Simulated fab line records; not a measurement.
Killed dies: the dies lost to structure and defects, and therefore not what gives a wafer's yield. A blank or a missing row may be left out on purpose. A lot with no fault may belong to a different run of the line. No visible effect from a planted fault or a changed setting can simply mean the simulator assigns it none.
What tool caused it? || flow gf180mcu || 13 lots, 39 wafers sampled, at 3 steps of a route of 602

## WHAT THE GAUGES SHOWED, per wafer
GF_MIM_RS_MEAS_10: measures by four-point-probe.
{"lot": "L637", "measured": "day 24 20:46", "on": "film metro-03", "MIM_ALCU_RS (ohm/sq)": "0.1591 0.1620 0.1586"}
{"lot": "L639", "measured": "day 25 16:11", "on": "film metro-04", "MIM_ALCU_RS (ohm/sq)": "0.1614 0.1592 0.1594"}
{"lot": "L641", "measured": "day 26 06:41", "on": "film metro-04", "MIM_ALCU_RS (ohm/sq)": "0.1614 0.1611 0.1614"}
{"lot": "L642", "measured": "day 26 22:07", "on": "film metro-03", "MIM_ALCU_RS (ohm/sq)": "0.1584 0.1628 0.1624"}
{"lot": "L644", "measured": "day 27 11:10", "on": "film metro-03", "MIM_ALCU_RS (ohm/sq)": "0.1642 0.1619 0.1644"}
{"lot": "L645", "measured": "day 27 16:58", "on": "film metro-02", "MIM_ALCU_RS (ohm/sq)": "0.1603 0.1585 0.1595"}
{"lot": "L653", "measured": "day 30 01:13", "on": "film metro-03", "MIM_ALCU_RS (ohm/sq)": "0.1565 0.1598 0.1595"}
{"lot": "L654", "measured": "day 30 03:31", "on": "film metro-04", "MIM_ALCU_RS (ohm/sq)": "0.1635 0.1629 0.1611"}
{"lot": "L655", "measured": "day 30 12:01", "on": "film metro-03", "MIM_ALCU_RS (ohm/sq)": "0.1583 0.1605 0.1588"}
{"lot": "L656", "measured": "day 30 23:35", "on": "film metro-03", "MIM_ALCU_RS (ohm/sq)": "0.1587 0.1552 0.1586"}
{"lot": "L657", "measured": "day 31 01:43", "on": "film metro-03", "MIM_ALCU_RS (ohm/sq)": "0.1638 0.1631 0.1644"}
{"lot": "L658", "measured": "day 31 08:29", "on": "film metro-03", "MIM_ALCU_RS (ohm/sq)": "0.1603 0.1590 0.1599"}
{"lot": "L659", "measured": "day 31 13:29", "on": "film metro-03", "MIM_ALCU_RS (ohm/sq)": "0.1624 0.1596 0.1579"}

GF_M5_OVL_MEAS_08.
{"lot": "L637", "measured": "day 26 15:43", "on": "overlay-02", "M5_OVL (nm)": "5 13 10"}
{"lot": "L639", "measured": "day 27 10:19", "on": "overlay-02", "M5_OVL (nm)": "-1 -5 -3"}
{"lot": "L641", "measured": "day 27 23:20", "on": "overlay-02", "M5_OVL (nm)": "10 7 13"}
{"lot": "L642", "measured": "day 28 14:47", "on": "overlay-01", "M5_OVL (nm)": "9 10 0"}
{"lot": "L644", "measured": "day 29 02:38", "on": "overlay-02", "M5_OVL (nm)": "2 -6 5"}
{"lot": "L645", "measured": "day 29 08:53", "on": "overlay-01", "M5_OVL (nm)": "1 3 11"}
{"lot": "L653", "measured": "day 31 14:50", "on": "overlay-01", "M5_OVL (nm)": "13 3 0"}
{"lot": "L654", "measured": "day 31 15:47", "on": "overlay-02", "M5_OVL (nm)": "13 3 17"}
{"lot": "L655", "measured": "day 31 23:56", "on": "overlay-01", "M5_OVL (nm)": "0 3 -1"}
{"lot": "L656", "measured": "day 32 10:49", "on": "overlay-02", "M5_OVL (nm)": "5 10 4"}
{"lot": "L657", "measured": "day 32 12:11", "on": "overlay-01", "M5_OVL (nm)": "13 -2 5"}
{"lot": "L658", "measured": "day 32 19:22", "on": "overlay-02", "M5_OVL (nm)": "13 20 20"}
{"lot": "L659", "measured": "day 32 23:34", "on": "overlay-01", "M5_OVL (nm)": "-1 -3 -1"}

## EACH LOT AND THE TOOL THAT RAN IT (in order: tool; ch and the chambers of the sampled wafers; start)
{"lot": "L637", "GF_MIM_SPUTTER_04": "pvd sputter-03, day 24 20:32"}
{"lot": "L639", "GF_MIM_SPUTTER_04": "pvd sputter-01, day 25 15:58"}
{"lot": "L641", "GF_MIM_SPUTTER_04": "pvd sputter-01, day 26 06:28"}
{"lot": "L642", "GF_MIM_SPUTTER_04": "pvd sputter-04, day 26 21:53"}
{"lot": "L644", "GF_MIM_SPUTTER_04": "pvd sputter-01, day 27 10:55"}
{"lot": "L645", "GF_MIM_SPUTTER_04": "pvd sputter-04, day 27 16:44"}
{"lot": "L653", "GF_MIM_SPUTTER_04": "pvd sputter-03, day 30 00:59"}
{"lot": "L654", "GF_MIM_SPUTTER_04": "pvd sputter-04, day 30 03:16"}
{"lot": "L655", "GF_MIM_SPUTTER_04": "pvd sputter-03, day 30 11:47"}
{"lot": "L656", "GF_MIM_SPUTTER_04": "pvd sputter-01, day 30 23:20"}
{"lot": "L657", "GF_MIM_SPUTTER_04": "pvd sputter-04, day 31 01:29"}
{"lot": "L658", "GF_MIM_SPUTTER_04": "pvd sputter-04, day 31 08:12"}
{"lot": "L659", "GF_MIM_SPUTTER_04": "pvd sputter-01, day 31 13:14"}
- GF_MIM_SPUTTER_04: material TiN, target thk 50 nm, time 41.7 s.

## WHAT THE TOOLS THEMSELVES READ (means of the sampled wafers that have a number; where no wafer has one, the mark that the record gives instead)
GF_MIM_SPUTTER_04.
{"lot": "L637", "tool": "pvd sputter-03", "throttle valve pct (%)": 29.8}
{"lot": "L639", "tool": "pvd sputter-01", "throttle valve pct (%)": 30.4}
{"lot": "L641", "tool": "pvd sputter-01", "throttle valve pct (%)": 29.5}
{"lot": "L642", "tool": "pvd sputter-04", "throttle valve pct (%)": 30.0}
{"lot": "L644", "tool": "pvd sputter-01", "throttle valve pct (%)": 29.9}
{"lot": "L645", "tool": "pvd sputter-04", "throttle valve pct (%)": 29.9}
{"lot": "L653", "tool": "pvd sputter-03", "throttle valve pct (%)": 30.5}
{"lot": "L654", "tool": "pvd sputter-04", "throttle valve pct (%)": 30.3}
{"lot": "L655", "tool": "pvd sputter-03", "throttle valve pct (%)": 29.4}
{"lot": "L656", "tool": "pvd sputter-01", "throttle valve pct (%)": 30.3}
{"lot": "L657", "tool": "pvd sputter-04", "throttle valve pct (%)": 30.1}
{"lot": "L658", "tool": "pvd sputter-04", "throttle valve pct (%)": 30.1}
{"lot": "L659", "tool": "pvd sputter-01", "throttle valve pct (%)": 30.5}

## THE ANSWER, worked out from the rows above alone
Rule: the lots themselves supply what counts as usual. Put in order of their means at a reading, lots are off if they are a third of the lots or fewer, leave a main group of 4 or more, and stand apart from it by a gap of 3 or more times the standard deviation of the main group's means; of several such gaps the widest counts. Not used: any main group whose means are identical at the precision the tables above print for the reading. A lot without any number at a reading at which 4 lots or more have one is off too. Where the step has rows for the other lots, those lots are counted as sound. The gauges are gone through in route order, then the tools' own readings, and for those a lot's mean is taken as printed above. The first step at which some lot is off is used, and at that step the reading that is off furthest; a lot without a number counts as furthest.
No lot is off on any of the readings shown, so nothing can be concluded from this.

## WHAT THE SIMULATOR HAD PUT IN
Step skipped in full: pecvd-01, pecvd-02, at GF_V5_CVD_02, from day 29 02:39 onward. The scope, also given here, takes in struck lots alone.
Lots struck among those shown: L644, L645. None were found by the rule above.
